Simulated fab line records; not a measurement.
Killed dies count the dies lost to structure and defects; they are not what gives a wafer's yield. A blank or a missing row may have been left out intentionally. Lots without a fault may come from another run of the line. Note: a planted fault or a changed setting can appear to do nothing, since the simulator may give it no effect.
A struck lot beside a sound one    flow sky130    18 steps out of a route of 708
Sound: these wafers, L367.1, L367.2, L367.5. Struck: wafer L375.1 (left out: L375.4, a lot-mate that was not struck); the cause follows at the end.
Order at every step that has rows: each side's tool, ch and its chambers, its first start. Under that, the readings that differ: sound wafers    struck wafers    difference of the means    sigmas: that difference in standard deviations of wafers without a fault.
alike: readings with means less than 2 such deviations apart, plus words and numbers identical on both sides. not compared: withheld readings, readings lacking a value on some wafer, bounds such as >300 that could conceal the same value, and numbers that have no deviation in the record and whose values overlap.
The two part at a step that has a row with sigmas, a row that says differs or no value, or rows on one side only. Numbers that don't overlap but have no deviation are shown without sigmas and don't part them. Lack of a reading on every wafer of one side parts them only where that side has two or more wafers.

first, 3 steps without rows for these wafers: SKY_VIA2_EXPOSE_09 (exposes mask VIM2, target cd 200 nm); SKY_VIA2_PEB_10; SKY_VIA2_DEVELOP_11 (develop time 60 s).
SKY_VIA2_CD_MEAS_12: target cd 200 nm.
  sound on cd_sem-01, day 37 02:52; struck on cd_sem-02, day 39 09:16
  alike: cd_nm
SKY_VIA2_OVL_MEAS_13:
  sound on overlay-02, day 37 02:59; struck on overlay-02, day 39 09:23
  alike: VIA2_OVL
SKY_VIA2_ETCH_14: etches BARC in N2/H2, stops on SiO2, time 45.9 s, target depth 60 nm.
  sound on rie_diel-03 ch 0,2,3, day 37 03:01; struck on rie_diel-02 ch 0, day 39 09:25
  alike: drypump_motor_current_A, oes_product_au, throttle_valve_pct
  not compared: rf_hours_counter_h
SKY_VIA2_ETCH_15: etches SiO2 in C4F8/O2/Ar, stops on TiN, target depth 546 nm, time 84 s.
  sound on rie_diel-03 ch 0,2,3, day 37 03:04; struck on rie_diel-02 ch 0, day 39 09:28
reading                sound              struck  difference  sigmas
oes_product_au (a.u.)  0.939 0.940 0.928  0.947   +0.011      +2
  not compared: rf_hours_counter_h
SKY_VIA2_STRIP_16: strips in O2/N2.
  sound on plasma_asher-03 ch 0,1, day 37 03:07; struck on plasma_asher-03 ch 1, day 39 09:31
reading                       sound              struck  difference  sigmas
strip_time_to_endpoint_s (s)  4.005 4.033 4.041  4.085   +0.059      +2
  alike: drypump_motor_current_A, oes_product_au
  not compared: rf_hours_counter_h
then, 3 steps without rows for these wafers: SKY_VIA2_STRIP_17 (strips in post etch residue remover, time 1200 s); SKY_VIA2_CLEAN_18 (cleans in IPA, time 180 s); SKY_VIA2_CLEAN_19 (cleans in O3/DIW).
SKY_VIA2_SPUTTER_20: material TiN, target thk 20 nm, time 80 s.
  sound on pvd_sputter-04, day 37 03:45; struck on pvd_sputter-04, day 39 10:07
  alike: throttle_valve_pct
SKY_VIA2_CVD_21: deposits W, target thk 420 nm, time 126.4 s.
  sound on cvd_w-01 ch 0,1, day 37 03:49; struck on cvd_w-02 ch 1, day 39 10:10
reading                             sound              struck  difference  sigmas
model.W_of_VIA2_CVD_21.thk_nm (nm)  414.2 429.2 417.9  318.1   -102.3      
  alike: heater_power_w
SKY_VIA2_RS_MEAS_22: the measuring method here is four-point-probe.
  sound on film_metro-01, day 37 03:56; struck on film_metro-04, day 39 10:35
reading             sound              struck  difference  sigmas
VIA2_W_RS (ohm/sq)  0.277 0.267 0.274  0.361   +0.088      +17
  not compared: hold
SKY_VIA2_THK_MEAS_23: measures by xrf.
  sound on film_metro-01, day 37 04:04; struck on film_metro-04, day 39 17:13
reading          sound        struck  difference  sigmas
VIA2_W_THK (nm)  416 436 420  319     -105        -12
  not compared: hold
SKY_VIA2_CMP_24: polishes, stops on SiO2, t overpolish 20 s, target thk 0 nm.
  sound on cmp-02 ch 0,2,3, day 37 04:13; struck on cmp-02 ch 0, day 39 20:52
reading                 sound      struck                    difference                    sigmas
hold                    - - -      await_dispo/3.5h/release  no value on the sound wafers  
time_to_endpoint_s (s)  93 101 95  74                        -22                           -4
  alike: motor_current_A
SKY_METAL3_SPUTTER_00: material Ti, target thk 15 nm, time 10 s.
  sound on pvd_sputter-03, day 37 04:25; struck on pvd_sputter-01, day 39 21:08
  alike: throttle_valve_pct
SKY_PAD_OPEN_PROBE_99:
  the record has rows for the sound wafers here (prober-01, day 46 09:52) and none for the struck ones

## WHERE THEY PART
First at SKY_VIA2_ETCH_15; last, within this record, at SKY_PAD_OPEN_PROBE_99.

WHY: what had been put in by the simulator
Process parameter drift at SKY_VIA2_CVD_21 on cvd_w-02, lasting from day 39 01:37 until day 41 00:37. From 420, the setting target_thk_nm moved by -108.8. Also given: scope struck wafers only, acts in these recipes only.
